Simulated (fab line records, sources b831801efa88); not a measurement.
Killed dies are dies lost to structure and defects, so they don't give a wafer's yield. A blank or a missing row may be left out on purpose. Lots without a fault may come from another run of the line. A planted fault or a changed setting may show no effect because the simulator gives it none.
One fault seen from 2 desks | flow sky130 | each desk has only its own numbers; what lay behind them comes last

THE METROLOGY DESK
What the gauges read, lot by lot, whatever tool the lot ran on: means of the sampled wafers that have a number. A lot is out of limits, marked OUT, if its mean lies more than 4 standard deviations from the usual mean; the brackets give that distance.
Columns: A = FIELD_ISO_OXIDATION_01_THK at SKY_FIELD_ISO_THK_MEAS_23, usual 10.06 nm; B = NWELL_TW at SKY_NWELL_TW_MEAS_15, usual 1815; C = SONOS_ONO_CVD_04_THK at SKY_SONOS_ONO_THK_MEAS_05, usual 5.74 nm; D = SONOS_ONO_OVL at SKY_SONOS_ONO_OVL_MEAS_14, usual -0.5 nm
lot  | first seen here | A     | B    | C               | D
L773 | day 2 09:18     | 9.91  | 1815 | 5.86            | 0.0
L774 | day 2 14:11     | 9.84  | 1826 | 5.63            | 0.2
L775 | day 2 19:22     | 10.14 | 1812 | 5.88            | 1.4
L776 | day 2 22:16     | 10.20 | 1810 | 5.57            | -0.1
L777 | day 3 06:03     | 10.33 | 1812 | 5.80            | 0.1
L778 | day 3 11:29     | 9.82  | 1825 | 5.93            | -1.5
L779 | day 3 17:16     | 9.75  | 1825 | 5.81            | -0.3
L780 | day 3 21:13     | 10.48 | 1808 | 5.86            | 0.7
L782 | day 4 07:12     | 9.90  | 1822 | 5.62            | -0.6
L783 | day 4 11:28     | 9.94  | 1823 | 5.78            | 1.4
L784 | day 4 15:49     | 9.98  | 1823 | 5.68            | -0.3
L789 | day 5 18:43     | 10.44 | 1815 | 6.31 (+4.4) OUT | -1.1
L796 | day 7 11:36     | 10.13 | 1816 | 5.77            | -1.2
This desk's finding: out of limits on L789; first on L789, day 16 21:58 (SONOS_ONO_CVD_04_THK at SKY_SONOS_ONO_THK_MEAS_05). In limits: L773, L774, L775, L776, L777, L778, L779, L780, L782, L783, L784, L796.

THE TOOL OWNER'S DESK: lpcvd-03
The tool's own readings at SKY_SONOS_ONO_CVD_04 (deposits SiO2 from SiH4/N2O, target thk 5.7199 nm): means of the sampled wafers that have a number, for each lot that ran on this tool. A lot is out of limits, marked OUT, if its mean lies more than 4 standard deviations from the usual mean; the brackets give that distance.
Columns: A = pressure_mtorr at SKY_SONOS_ONO_CVD_04, usual 400.0 mTorr
lot  | first seen here | A
L773 | day 11 16:01    | 400.6
L774 | day 11 23:31    | 400.1
L775 | day 12 03:05    | 398.7
L776 | day 12 12:50    | 399.6
L777 | day 12 22:57    | 399.2
L778 | day 13 08:50    | 399.6
L779 | day 13 16:48    | 400.2
L780 | day 13 18:50    | 399.0
L782 | day 14 12:48    | 401.0
L783 | day 14 19:34    | 400.0
L784 | day 15 07:58    | 398.5
L789 | day 16 20:42    | 480.1 (+99 or more) OUT
L796 | day 19 14:44    | 399.9
This desk's finding: out of limits on L789; first on L789, day 16 20:42 (pressure_mtorr at SKY_SONOS_ONO_CVD_04). In limits: L773, L774, L775, L776, L777, L778, L779, L780, L782, L783, L784, L796.

PUT TOGETHER
The tool owner's desk could have raised an alarm at day 16 20:42, on L789.
The metrology desk could have raised an alarm at day 16 21:58, on L789.
Of the lots named, all ran SKY_SONOS_ONO_CVD_04 on lpcvd-03.

WHAT THE SIMULATOR HAD PUT IN
Process parameter drift: lpcvd-03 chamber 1, from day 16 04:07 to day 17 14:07, at SKY_SONOS_ONO_CVD_04. Setting pressure_mtorr, moved by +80, from 400.
Lots struck among those shown: L789.
Hours from the fault's start to each desk's first reading out of limits: the tool owner's desk, 17; the metrology desk, 18.
